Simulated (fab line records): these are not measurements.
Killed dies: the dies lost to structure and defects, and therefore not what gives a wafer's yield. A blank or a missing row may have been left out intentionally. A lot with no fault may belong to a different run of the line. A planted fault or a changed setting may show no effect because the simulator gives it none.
Split-lot trial | flow sky130 | route with 708 steps; 5 lots, 23 wafers read

== SPLIT DETAILS ==
At SKY_FIELD_ISO_OXIDATION_22 (stabilise 600 s, purge 300 s, target thk 10 nm), the setting ox-time-s was moved away from the recipe's 623 s on 10 of the 23 wafers read, by +12.1% to +13.9%. For the rest of the wafers, this setting stayed at what the recipe calls for.

The reading comes from the split's own step.

== THE READING ==
SiO2_of_FIELD_ISO_OXIDATION_22.thk-nm (the simulator's own value, which no gauge read), in nm, at SKY_FIELD_ISO_OXIDATION_22 (stabilise 600 s, purge 300 s, target thk 10 nm). There is no usual value for it anywhere in the file. Here, 13 wafers ran the recipe; their average is 9.958 nm with a standard deviation of 0.22 nm.

wafer  | tool, chamber at the split | ox-time-s as run, s | against the recipe | SiO2_of_FIELD_ISO_OXIDATION_22.thk-nm, nm | against lot-mates on the recipe
L074.1 | -, -                       | 623                 | recipe             | 9.913                                     | -
L074.2 | -, -                       | 623                 | recipe             | 9.87                                      | -
L074.4 | -, -                       | 623                 | recipe             | 9.702                                     | -
L074.5 | -, -                       | 623                 | recipe             | 9.658                                     | -
L074.6 | -, -                       | 623                 | recipe             | 9.618                                     | -
L078.1 | -, -                       | 709.3               | +13.9%             | 10.68                                     | no lot-mate on the recipe
L078.2 | -, -                       | 709.3               | +13.9%             | 10.48                                     | no lot-mate on the recipe
L078.3 | -, -                       | 709.3               | +13.9%             | 10.69                                     | no lot-mate on the recipe
L078.5 | -, -                       | 709.3               | +13.9%             | 10.66                                     | no lot-mate on the recipe
L078.6 | -, -                       | 709.3               | +13.9%             | 10.6                                      | no lot-mate on the recipe
L080.1 | furnace-02, 0              | 623                 | recipe             | 10.3                                      | -
L080.3 | furnace-02, 0              | 623                 | recipe             | 10.19                                     | -
L080.6 | furnace-02, 0              | 623                 | recipe             | 10.33                                     | -
L082.1 | -, -                       | 698.2               | +12.1%             | 10.47                                     | no lot-mate on the recipe
L082.3 | -, -                       | 698.2               | +12.1%             | 10.54                                     | no lot-mate on the recipe
L082.4 | -, -                       | 698.2               | +12.1%             | 10.58                                     | no lot-mate on the recipe
L082.6 | -, -                       | 698.2               | +12.1%             | 10.58                                     | no lot-mate on the recipe
L082.5 | -, -                       | 698.2               | +12.1%             | 10.44                                     | no lot-mate on the recipe
L085.1 | -, -                       | 623                 | recipe             | 10.01                                     | -
L085.4 | -, -                       | 623                 | recipe             | 10.01                                     | -
L085.2 | -, -                       | 623                 | recipe             | 9.936                                     | -
L085.5 | -, -                       | 623                 | recipe             | 9.818                                     | -
L085.6 | -, -                       | 623                 | recipe             | 10.1                                      | -

THE FIT
A straight line over all 23 wafers: SiO2_of_FIELD_ISO_OXIDATION_22.thk-nm changes by +0.0474 nm for each +1% of ox-time-s; r = +0.87; the points scatter about the line by 0.18 nm.
Too few moved wafers with a lot-mate on the recipe to fit a line net of each lot's own level.

== THE FILE'S OWN FIT ==
SiO2_of_FIELD_ISO_OXIDATION_22.thk-nm changes by +0.0475 nm for each +1% of ox-time-s, r = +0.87.
